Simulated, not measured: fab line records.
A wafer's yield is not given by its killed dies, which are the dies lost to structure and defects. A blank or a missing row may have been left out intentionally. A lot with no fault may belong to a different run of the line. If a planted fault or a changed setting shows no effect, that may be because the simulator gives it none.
What tool caused it?	flow sfqLine	Sampling: 14 lots, 42 wafers, 3 of 325 route steps

== WHAT THE GAUGES READ, wafer by wafer ==
SFQ_I6_BOW_MEAS_941. Usual: I6_BOW gives 4 um (standard deviation 11).
lot	measured	on	I6_BOW (um)	flag
L961	day 59 01:05	filmMetro-03	-10 -1 -6	
L964	day 59 14:52	filmMetro-01	1 5 -6	
L966	day 60 22:27	filmMetro-02	-4 5 -9	
L971	day 62 11:52	filmMetro-02	-5 -14 -4	
L973	day 62 23:17	filmMetro-02	-21 -2 -14	
L974	day 63 02:17	filmMetro-02	7 -6 5	
L975	day 63 06:27	filmMetro-01	16 -10 -5	
L978	day 63 21:38	filmMetro-03	-1 3 0	
L979	day 64 01:46	filmMetro-01	-2 17 19	
L980	day 65 08:58	filmMetro-03	8 17 13	
L981	day 65 11:59	filmMetro-01	21 33 30	
L982	day 65 19:16	filmMetro-01	3 -7 -8	
L983	day 65 21:23	filmMetro-01	16 4 16	
L984	day 66 01:17	filmMetro-03	-8 7 -3	

SFQ_M7_RS_MEAS_943: measures by four-point-probe. Usual: M7_NB_RS gives 0.889 ohm/sq (standard deviation 0.0099).
lot	measured	on	M7_NB_RS (ohm/sq)	flag
L961	day 63 10:50	filmMetro-03	0.899 0.867 0.866	
L964	day 64 03:01	filmMetro-04	0.883 0.883 0.884	
L966	day 65 07:49	filmMetro-02	0.897 0.892 0.885	
L971	day 66 18:39	filmMetro-04	0.891 0.894 0.876	
L973	day 67 09:02	filmMetro-02	0.898 0.895 0.899	
L974	day 67 12:11	filmMetro-02	0.888 0.886 0.886	
L975	day 67 18:10	filmMetro-04	0.882 0.888 0.871	
L978	day 68 15:11	filmMetro-02	0.899 0.885 0.900	
L979	day 68 16:20	filmMetro-03	0.882 0.879 0.871	
L980	day 69 07:57	filmMetro-04	0.877 0.900 0.900	
L981	day 69 10:22	filmMetro-02	0.875 0.881 0.874	
L982	day 69 17:33	filmMetro-02	0.896 0.895 0.890	
L983	day 69 18:48	filmMetro-02	0.900 0.876 0.881	
L984	day 69 23:34	filmMetro-04	0.880 0.882 0.890	

== WHICH TOOL RAN EACH LOT (tool, then ch and the chambers of the sampled wafers, then the start) ==
lot	SFQ_TRILAYER_I5_ETCH_VIA_ETCH_147
L961	rieDiel-02 ch 0,1, day 52 16:01
L964	rieDiel-03 ch 2,3, day 53 01:37
L966	rieDiel-02 ch 0,2,3, day 54 07:47
L971	rieDiel-01 ch 1,2, day 55 17:23
L973	rieDiel-01 ch 2,3, day 56 23:56
L974	rieDiel-03 ch 2,3, day 57 10:44
L975	rieDiel-03 ch 1,2,3, day 57 14:20
L978	rieDiel-03 ch 0,3, day 58 09:38
L979	rieDiel-01 ch 1,2,3, day 58 14:26
L980	rieDiel-02 ch 2,3, day 59 02:26
L981	rieDiel-01 ch 1,3, day 59 03:38
L982	rieDiel-02 ch 2,3, day 59 10:50
L983	rieDiel-03 ch 1,2,3, day 59 13:14
L984	rieDiel-03 ch 0,2,3, day 59 15:38
- SFQ_TRILAYER_I5_ETCH_VIA_ETCH_147: etches the open film in CHF3, stops on Nb, target depth 360 nm.

== AS READ BY THE TOOLS THEMSELVES (means over the sampled wafers that have a number; for cases with no such wafer, the mark the record gives instead) ==
SFQ_TRILAYER_I5_ETCH_VIA_ETCH_147. Usual: drypumpMotorCurrentA 5.8 A, standard deviation 0.39; oesProductAu 0.988 a.u., standard deviation 0.0066.
lot	tool	drypumpMotorCurrentA (A)	oesProductAu (a.u.)	flag
L961	rieDiel-02	6.1	0.985	
L964	rieDiel-03	5.7	0.990	
L966	rieDiel-02	6.0	0.991	
L971	rieDiel-01	6.0	0.984	
L973	rieDiel-01	5.9	0.982	
L974	rieDiel-03	5.7	0.984	
L975	rieDiel-03	5.7	0.987	
L978	rieDiel-03	5.5	0.986	
L979	rieDiel-01	5.9	0.988	
L980	rieDiel-02	5.9	0.995	
L981	rieDiel-01	5.8	0.989	
L982	rieDiel-02	5.9	0.983	
L983	rieDiel-03	5.8	0.988	
L984	rieDiel-03	5.7	0.988	

== THE ANSWER, worked out from the rows above alone ==
Rule: a lot counts as off when the mean over its wafers that have a number is more than 3 standard deviations away from the usual mean. A lot without any number at a reading at which 4 lots or more have one is off too. The other lots that the step has rows for count as sound. Order of review: gauges by route order, followed by the tools' own readings, for which a lot's mean as printed above is used. The first step at which some lot is off is used, and at that step the reading that is off furthest; a lot without a number counts as furthest.
Nothing can be told from this: no lot is off at any reading shown.

== WHAT WAS PUT IN BY THE SIMULATOR ==
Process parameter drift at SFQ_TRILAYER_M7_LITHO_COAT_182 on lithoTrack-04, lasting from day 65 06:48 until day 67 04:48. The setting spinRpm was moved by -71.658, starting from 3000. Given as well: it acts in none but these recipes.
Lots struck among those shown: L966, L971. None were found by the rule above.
